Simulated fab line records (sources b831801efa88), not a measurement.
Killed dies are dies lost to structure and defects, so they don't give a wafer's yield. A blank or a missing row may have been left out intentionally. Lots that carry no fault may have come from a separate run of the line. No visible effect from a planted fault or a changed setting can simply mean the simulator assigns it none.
Chamber matching / flow gf180mcu / GF_V2_CVD_02 on pecvd-04 has 3 sister chambers
The step deposits SiO2 from TEOS, target thk 850 nm, time 94.851 s. 3 wafers are shown with their chamber, then 7 later ones without.

== WAFERS, EACH WITH ITS CHAMBER ==
wafer=L739.1; chamber=2; heater-power-w (W)=688
wafer=L746.3; chamber=0; heater-power-w (W)=709
wafer=L746.5; chamber=1; heater-power-w (W)=757

== WAFERS WITH NO CHAMBER GIVEN ==
wafer=L746.6; heater-power-w (W)=549
wafer=L748.1; heater-power-w (W)=664
wafer=L748.2; heater-power-w (W)=773
wafer=L748.6; heater-power-w (W)=684
wafer=L754.1; heater-power-w (W)=689
wafer=L754.4; heater-power-w (W)=661
wafer=L754.6; heater-power-w (W)=615

== THE CHAMBER EACH PASSED THROUGH ==
wafer=L746.6; from the rows above=can't be placed: 2 or 0 or 1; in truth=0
wafer=L748.1; from the rows above=can't be placed: 2 or 0 or 1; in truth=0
wafer=L748.2; from the rows above=can't be placed: 1 or 0 or 2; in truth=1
wafer=L748.6; from the rows above=can't be placed: 2 or 0 or 1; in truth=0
wafer=L754.1; from the rows above=can't be placed: 2 or 0 or 1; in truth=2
wafer=L754.4; from the rows above=can't be placed: 2 or 0 or 1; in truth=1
wafer=L754.6; from the rows above=can't be placed: 2 or 0 or 1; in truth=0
Correctly placed: 0 of 7. Can't be placed from these rows: 7 (the true chamber is among the candidates in 7). 0 placed wrongly.
How it was worked out, from the rows above alone: a wafer's distance from a chamber is the root of the sum, over the readings, of the square of ((its reading less the chamber's mean) divided by the reading's scatter). The wafer belongs to the nearest chamber; if the next one is less than 2 further off, it can't be placed. The mean given for a chamber averages the wafers shown for that chamber. The scatter (one wafer shown for each chamber): square how far every hidden wafer sits from the nearest shown wafer, average those squares and take the square root.
